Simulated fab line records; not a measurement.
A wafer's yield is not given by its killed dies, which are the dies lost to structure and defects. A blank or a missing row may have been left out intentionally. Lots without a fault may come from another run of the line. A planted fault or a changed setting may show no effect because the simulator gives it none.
fab line records	flow sky130
record: lots: 13	wafers: 39	lastDay: 49
route steps=708 shown POLY_GATE@235 LDD_P@264 LDD_HVN@276 LDD_LDN@296 PAD_OPEN@708
lots untouched by any fault: they come from a run of this same line in which no faults occurred
startH: start of the lot's first displayed wafer, in hours after the record's first day	waitH: hours elapsed since this lot's preceding step	" repeats the value in the row above	L1.1+2: one row covering several wafers at once	- no value, or no start was given	* or withheld: withheld	< > ~ a bound
route shown NAME@n: names a module that has steps shown in the file, with the first one's number in the route	usual: mean/standard deviation taken from wafers without a fault	same: alike in all rows	chamber/n: place in a boat	sites: each site's reading	_std_site: standard deviation of those values	_edge_site: outer sites' mean less inner sites'	radiusMm: for every site, how far away it sits from the centre of the wafer	mask NAME#n: copy n	behind: the most recent tool/chamber to have shaped the wafer	hold: cause of the lot's hold/its duration in hours/its outcome	device: names the non-switching transistor (n, p or np)	end of line: tests of these same wafers at the route's end	a step with no rows: only its recipe	killed: the dies lost at the first sort to structure and to defects; this is not the yield of the wafer	map: a wafer's dies, x killed, . not, _ none there
set.NAME: setting as actually run; set.NAME@STEP: the setting as run at that earlier step	model.NAME: the simulator's own value behind a step, which no gauge read
route steps across a sampled set of lots; one table per step, one row per wafer
services: a tool's chamber out of use, with start hour (startH, from the record's first day; less than 0 if before it), hours out, and reason
== steps ==
step: SKY_POLY_GATE_THK_MEAS_21
recipe: reads: SiO2_of_POLY_GATE_OXIDATION_20
usual: POLY_GATE_OXIDATION_THK: 4.00/0.07
lot.wafer	tool	chamber	startH	waitH	POLY_GATE_OXIDATION_THK[nm]
L397.1	filmMetro-01	-	390.08	0.0	4.05
L397.3	"	-	"	"	4.02
L397.4	"	-	"	"	4.08
L396.2	filmMetro-03	-	390.09	0.0	3.95
L396.4	"	-	"	"	4.04
L396.6	"	-	"	"	4.04
L398.2	filmMetro-01	-	398.84	0.0	4.08
L398.3	"	-	"	"	4.06
L398.4	"	-	"	"	4.01
L400.1	filmMetro-02	-	417.55	0.0	3.98
L400.5	"	-	"	"	3.93
L400.6	"	-	"	"	3.96
L399.2	filmMetro-01	-	417.57	0.0	4.04
L399.3	"	-	"	"	4.07
L399.5	"	-	"	"	4.04
L402.1	filmMetro-01	-	429.42	0.0	4.10
L402.4	"	-	"	"	3.99
L402.6	"	-	"	"	4.00
L404.2	filmMetro-02	-	442.90	0.0	4.10
L404.4	"	-	"	"	3.98
L404.5	"	-	"	"	4.02
L405.4	filmMetro-01	-	456.07	0.0	3.84
L405.5	"	-	"	"	3.97
L405.6	"	-	"	"	3.87
L406.3	filmMetro-03	-	463.36	0.0	3.95
L406.4	"	-	"	"	3.98
L406.5	"	-	"	"	3.92
L409.1	filmMetro-01	-	481.00	0.0	3.94
L409.2	"	-	"	"	4.05
L409.4	"	-	"	"	4.03
L410.1	filmMetro-03	-	485.22	0.0	3.97
L410.5	"	-	"	"	3.99
L410.6	"	-	"	"	3.96
L413.2	filmMetro-01	-	521.77	0.0	3.93
L413.3	"	-	"	"	3.91
L413.5	"	-	"	"	3.98
L415.3	filmMetro-02	-	540.83	0.0	4.04
L415.4	"	-	"	"	3.91
L415.6	"	-	"	"	3.96
step: SKY_LDD_P_IMPLANT_09
recipe: species: BF2	energyKev: 25	doseCm2: 1e+13	tiltDeg: withheld
usual: beamEnergyKeV: 25.000/0.0081	doseIonsCm2: 1e+13/9.7e+09
same: implantIonAmu: 49
lot.wafer	tool	chamber	startH	waitH	beamEnergyKeV	doseIonsCm2
L396.2	implanter-03	0	451.41	0.0	25.003	9.994e+12
L396.4	"	0	"	"	25.000	9.986e+12
L396.6	"	0	"	"	24.996	9.998e+12
L397.1	implanter-04	0	451.98	0.0	25.002	9.996e+12
L397.3	"	0	"	"	24.990	9.989e+12
L397.4	"	0	"	"	25.004	9.982e+12
L398.2	implanter-03	0	460.83	0.0	24.999	1.0005e+13
L398.3	"	0	"	"	25.007	1.0003e+13
L398.4	"	0	"	"	25.013	1.0002e+13
L400.1	implanter-04	0	479.78	0.0	25.003	1.001e+13
L400.5	"	0	"	"	25.006	1.0015e+13
L400.6	"	0	"	"	24.998	1.0016e+13
L399.2	implanter-02	0	480.11	0.0	24.993	1.0002e+13
L399.3	"	0	"	"	24.991	9.999e+12
L399.5	"	0	"	"	24.983	9.993e+12
L402.1	implanter-04	0	492.50	0.0	25.000	1e+13
L402.4	"	0	"	"	25.003	1.0013e+13
L402.6	"	0	"	"	25.008	9.993e+12
L404.2	implanter-04	0	506.11	0.0	25.000	9.991e+12
L404.4	"	0	"	"	25.004	1.0001e+13
L404.5	"	0	"	"	25.004	1.0003e+13
L405.4	implanter-04	0	517.21	0.1	25.009	9.992e+12
L405.5	"	0	"	"	25.002	9.993e+12
L405.6	"	0	"	"	25.006	9.998e+12
L406.3	implanter-03	0	524.48	0.1	24.989	9.999e+12
L406.4	"	0	"	"	25.000	9.997e+12
L406.5	"	0	"	"	25.006	9.997e+12
L409.1	implanter-02	0	542.63	0.0	25.010	9.976e+12
L409.2	"	0	"	"	25.004	9.992e+12
L409.4	"	0	"	"	25.000	9.987e+12
L410.1	implanter-04	0	546.58	0.0	25.002	1.0014e+13
L410.5	"	0	"	"	24.993	9.984e+12
L410.6	"	0	"	"	24.996	1.0007e+13
L413.2	implanter-02	0	581.96	0.0	26.571	9.997e+12
L413.3	"	0	"	"	26.592	9.992e+12
L413.5	"	0	"	"	26.578	9.989e+12
L415.3	implanter-02	0	601.68	0.1	26.559	9.992e+12
L415.4	"	0	"	"	26.563	1e+13
L415.6	"	0	"	"	26.562	1.0002e+13
step: SKY_LDD_HVN_STRIP_09
recipe: chemistry: O2/N2	powerW: 1400	pressureMtorr: 1500	platenTempC: withheld	o2FlowSccm: 3000	n2FlowSccm: 300	overashFraction: 0.5
usual: drypumpMotorCurrentA: 5.6/0.52	oesProductAu: 0.408/0.0051	stripTimeToEndpointS: 4.133/0.016
lot.wafer	tool	chamber	startH	waitH	drypumpMotorCurrentA	oesProductAu	rfHoursCounterH	stripTimeToEndpointS
L396.2	plasmaAsher-02	0	482.08	0.1	5.6	0.417	88	4.107
L396.4	"	0	"	"	5.6	0.403	-	4.118
L396.6	"	1	"	"	5.3	0.411	-	4.108
L397.1	plasmaAsher-03	0	482.48	0.1	4.7	0.412	3	4.133
L397.3	"	1	"	"	5.9	0.408	-	4.145
L397.4	"	0	"	"	4.7	0.399	-	4.127
L398.2	plasmaAsher-02	1	491.63	0.1	5.3	0.417	89	4.135
L398.3	"	0	"	"	5.6	0.411	-	4.141
L398.4	"	1	"	"	5.3	0.404	-	4.101
L400.1	plasmaAsher-03	1	511.11	0.1	5.9	0.403	6	4.116
L400.5	"	1	"	"	5.9	0.409	-	4.146
L400.6	"	0	"	"	4.7	0.416	-	4.137
L399.2	plasmaAsher-02	0	511.48	0.1	5.6	0.402	91	4.098
L399.3	"	0	"	"	5.6	0.411	-	4.115
L399.5	"	0	"	"	5.7	0.406	-	4.127
L402.1	plasmaAsher-04	1	522.88	0.1	6.5	0.407	39	4.136
L402.4	"	0	"	"	6.0	0.418	-	4.120
L402.6	"	1	"	"	6.5	0.409	-	4.138
L404.2	plasmaAsher-04	1	536.43	0.1	6.5	0.408	41	4.126
L404.4	"	0	"	"	6.0	0.412	-	4.123
L404.5	"	1	"	"	6.5	0.413	-	4.122
L405.4	plasmaAsher-03	1	547.67	0.1	5.9	0.408	-	4.158
L405.5	"	0	"	"	4.7	0.403	-	4.168
L405.6	"	1	"	"	5.9	0.414	-	4.148
L406.3	plasmaAsher-02	0	554.78	0.1	5.6	0.413	-	4.172
L406.4	"	1	"	"	5.3	0.415	-	4.120
L406.5	"	1	"	"	5.3	0.412	-	4.120
L409.1	plasmaAsher-02	0	572.46	0.1	5.6	0.404	98	4.120
L409.2	"	1	"	"	5.3	0.408	98	4.142
L409.4	"	0	"	"	5.7	0.404	-	4.131
L410.1	plasmaAsher-03	0	576.38	0.1	4.7	0.407	13	4.123
L410.5	"	1	"	"	5.9	0.405	-	4.137
L410.6	"	0	"	"	4.7	0.409	-	4.129
L413.2	plasmaAsher-03	1	611.73	0.1	5.9	0.405	16	4.133
L413.3	"	1	"	"	5.9	0.406	-	4.139
L413.5	"	0	"	"	4.7	0.413	-	4.149
L415.3	plasmaAsher-02	0	631.02	0.1	5.7	0.411	-	4.140
L415.4	"	1	"	"	5.2	0.414	-	4.145
L415.6	"	0	"	"	5.6	0.413	-	4.127
step: SKY_LDD_LDN_OVL_MEAS_07
usual: LDD_LDN_OVL: 0.7/1.4
lot.wafer	tool	chamber	startH	waitH	LDD_LDN_OVL[nm]
L396.2	overlay-01	-	542.30	0.1	0.4
L396.4	"	-	"	"	-0.2
L396.6	"	-	"	"	2.0
L397.1	overlay-02	-	543.68	0.1	2.1
L397.3	"	-	"	"	0.6
L397.4	"	-	"	"	2.6
L398.2	overlay-01	-	550.78	0.1	1.0
L398.3	"	-	"	"	-0.1
L398.4	"	-	"	"	-1.1
L400.1	overlay-01	-	571.30	0.1	-0.2
L400.5	"	-	"	"	-0.8
L400.6	"	-	"	"	0.2
L399.2	overlay-01	-	571.90	0.1	1.4
L399.3	"	-	"	"	1.8
L399.5	"	-	"	"	2.3
L402.1	overlay-01	-	581.98	0.1	0.9
L402.4	"	-	"	"	1.5
L402.6	"	-	"	"	2.4
L404.2	overlay-01	-	595.63	0.1	0.5
L404.4	"	-	"	"	1.0
L404.5	"	-	"	"	1.5
L405.4	overlay-02	-	606.80	0.1	-0.3
L405.5	"	-	"	"	0.8
L405.6	"	-	"	"	1.3
L406.3	overlay-02	-	612.81	0.1	1.3
L406.4	"	-	"	"	0.2
L406.5	"	-	"	"	-0.1
L409.1	overlay-02	-	630.28	0.1	2.6
L409.2	"	-	"	"	2.4
L409.4	"	-	"	"	1.2
L410.1	overlay-01	-	635.25	0.1	0.9
L410.5	"	-	"	"	0.3
L410.6	"	-	"	"	-1.3
L413.2	overlay-01	-	677.68	0.1	-0.4
L413.3	"	-	"	"	-0.9
L413.5	"	-	"	"	-1.2
L415.3	overlay-02	-	687.31	0.1	0.8
L415.4	"	-	"	"	1.6
L415.6	"	-	"	"	3.1
step: SKY_PAD_OPEN_PROBE_99
usual: killed_at_M0_to_M3: 43/6.5	killed_at_M4_up: 3.3/2	killedAtContacts: 24/5.2	killedAtFrontEnd: 16/4.2	killedAtOther: 0.3/0.6	killedDies: 87/9.3	killedOpen: 47/7.8	killedShort: 39/6.2
same: grossDies: 492	killedAtBackSide: 0
lot.wafer	tool	chamber	startH	waitH	killed_at_M0_to_M3	killed_at_M4_up	killedAtContacts	killedAtFrontEnd	killedAtOther	killedDies	killedOpen	killedShort
L405.4	prober-02	-	1129.07	0.2	38	0	19	18	0	75	35	40
L405.5	prober-02	-	1129.12	0.2	51	2	18	10	0	81	41	40
L405.6	prober-02	-	1129.17	0.2	45	3	26	10	0	84	43	41
killed by level:class
L405.4 VIA1:geometricParticle:open=11 LI_CONTACT:geometricParticle:open=7 FIELD_ISO:geometricParticle:short=6 CONTACT:geometricParticle:short=6 METAL2:geometricParticle:short=6 POLY_GATE:geometricParticle:short=5 FIELD_ISO:geometricParticle:open=4 METAL1:geometricParticle:short=4
L405.5 VIA1:geometricParticle:open=8 METAL2:geometricParticle:short=8 VIA2:geometricParticle:open=8 VIA3:geometricParticle:short=8 CONTACT:geometricParticle:open=7 METAL1:geometricParticle:short=6 LI_CONTACT:geometricParticle:open=5 VIA1:geometricParticle:short=4
L405.6 CONTACT:geometricParticle:open=12 VIA1:geometricParticle:open=9 METAL2:geometricParticle:short=9 METAL1:geometricParticle:short=8 LOCAL_INTERCONNECT:geometricParticle:short=6 VIA3:geometricParticle:open=5 FIELD_ISO:geometricParticle:open=4 LI_CONTACT:geometricParticle:open=4
== services ==
tool	chamber	startH	hours	kind
implanter-03	-	427.63	3.6	pm
plasmaAsher-04	-	430.39	14.6	pm
plasmaAsher-02	-	434.87	0.5	repair
plasmaAsher-03	-	440.96	9.0	pm
plasmaAsher-03	0	440.96	9.0	ventCycle
plasmaAsher-03	1	440.96	9.0	ventCycle
plasmaAsher-03	0	449.96	-	clean
plasmaAsher-03	1	449.96	-	clean
implanter-04	-	459.27	6.6	repair
plasmaAsher-04	-	460.72	1.4	repair
plasmaAsher-03	-	485.48	3.0	repair
implanter-03	-	506.30	3.3	repair
implanter-04	-	525.77	9.0	repair
implanter-03	-	538.21	3.0	repair
plasmaAsher-04	-	547.36	5.3	repair
plasmaAsher-02	-	556.55	1.0	repair
implanter-04	-	569.35	4.8	pm
implanter-02	-	578.69	2.2	repair
implanter-04	-	595.89	1.7	repair
implanter-04	-	626.97	3.2	repair
== key ==
firstSign: step: SKY_LDD_P_IMPLANT_09	reading: beamEnergyKeV	direction: up	sigmas: 99+	usual: *	struck: *
effect none on later readings
metAt SKY_LDD_P_IMPLANT_09
struckLots L413,L415
testerLeftOut L413,L415
notActingAt SKY_POLY_GATE_THK_MEAS_21,SKY_LDD_HVN_STRIP_09,SKY_LDD_LDN_OVL_MEAS_07
onsetBetween 542.63 581.96
fault: kind: processParameterDrift	tool: implanter-02	chamber: -	onsetH: 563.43	steps: SKY_LDD_P_IMPLANT_09	channel: energyKev	offset: *	shape: step	endH: 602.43	actsIn: *	stated: *
testerLeftOut: of these lots the tester's yield and bins aren't shown, on N5 and GAA mostly nor the transistor test; their killed dies are dies lost to structure and defects alone, not to doping, threshold or leakage, so they don't give the yield
